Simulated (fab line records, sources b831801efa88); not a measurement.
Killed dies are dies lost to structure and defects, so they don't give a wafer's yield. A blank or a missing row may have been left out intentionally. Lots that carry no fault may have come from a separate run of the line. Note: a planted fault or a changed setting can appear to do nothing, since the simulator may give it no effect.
What tool caused it?    flow sky130    36 wafers from 12 lots sampled at 2 of the route's 708 steps

## WHAT EACH GAUGE READ, for each wafer
SKY_LI_CONTACT_CD_MEAS_12 targets a cd of 170 nm.
lot   measured      on        cdNm (nm)
L342  day 28 16:31  cdSem-02  169.8 170.1 170.6
L344  day 29 11:11  cdSem-01  171.4 171.2 170.7
L345  day 29 13:02  cdSem-01  169.2 169.7 167.5
L346  day 30 02:18  cdSem-02  169.5 168.7 167.7
L348  day 31 13:50  cdSem-02  168.9 169.6 169.4
L349  day 31 16:54  cdSem-02  168.2 167.7 169.7
L352  day 32 08:26  cdSem-01  172.2 171.8 173.0
L361  day 35 08:40  cdSem-02  172.9 172.7 172.2
L362  day 35 12:27  cdSem-01  170.9 169.8 170.7
L363  day 35 13:29  cdSem-02  171.0 169.4 169.4
L364  day 36 01:25  cdSem-01  169.4 169.4 169.8
L365  day 36 10:43  cdSem-01  169.3 169.4 168.4

SKY_LOCAL_INTERCONNECT_OVL_MEAS_12.
lot   measured      on          LOCAL_INTERCONNECT_OVL (nm)
L342  day 29 22:05  overlay-02  -3 -2 -2
L344  day 30 16:10  overlay-01  5 1 8
L345  day 30 18:31  overlay-01  1 8 7
L346  day 31 07:44  overlay-01  -9 -13 -12
L348  day 32 18:19  overlay-02  -2 -3 -1
L349  day 32 20:38  overlay-02  -2 -2 1
L352  day 33 12:58  overlay-02  5 8 4
L361  day 36 13:32  overlay-02  -4 4 5
L362  day 36 16:40  overlay-01  -1 1 2
L363  day 36 17:58  overlay-02  2 1 1
L364  day 37 05:26  overlay-01  4 9 12
L365  day 37 14:49  overlay-01  5 6 0

## WHAT TOOL EACH LOT RAN ON (gives the tool, then ch and the chambers of the sampled wafers, and finally the start)
No process step before these readings appears in the record.

## AS READ BY THE TOOLS THEMSELVES (means over the sampled wafers that have a number; for cases with no such wafer, the mark the record gives instead)
The record holds no such reading with a usual standard deviation.

## THE ANSWER, worked out from the rows above alone
Rule: what is usual is taken from the lots themselves. The widest of any qualifying gaps counts: lots, ordered by their means at a reading, are off when they make up no more than a third of the lots, leave a main group of 4 or more, and stand apart from it by 3 or more times the standard deviation of that group's means. If all means in a main group match to the digits the tables above print for the reading, that group is not used. A lot without any number at a reading at which 4 lots or more have one is off too. Where the step has rows for the other lots, those lots are counted as sound. First the gauges in route order, then the tools' own readings, where a lot's mean is used as printed above. At the first step where some lot is off, the reading lying furthest off is the one used; lots without a number count as furthest.
No lot is off on any of the readings shown, so nothing can be concluded from this.

## WHAT THE SIMULATOR HAD INSERTED
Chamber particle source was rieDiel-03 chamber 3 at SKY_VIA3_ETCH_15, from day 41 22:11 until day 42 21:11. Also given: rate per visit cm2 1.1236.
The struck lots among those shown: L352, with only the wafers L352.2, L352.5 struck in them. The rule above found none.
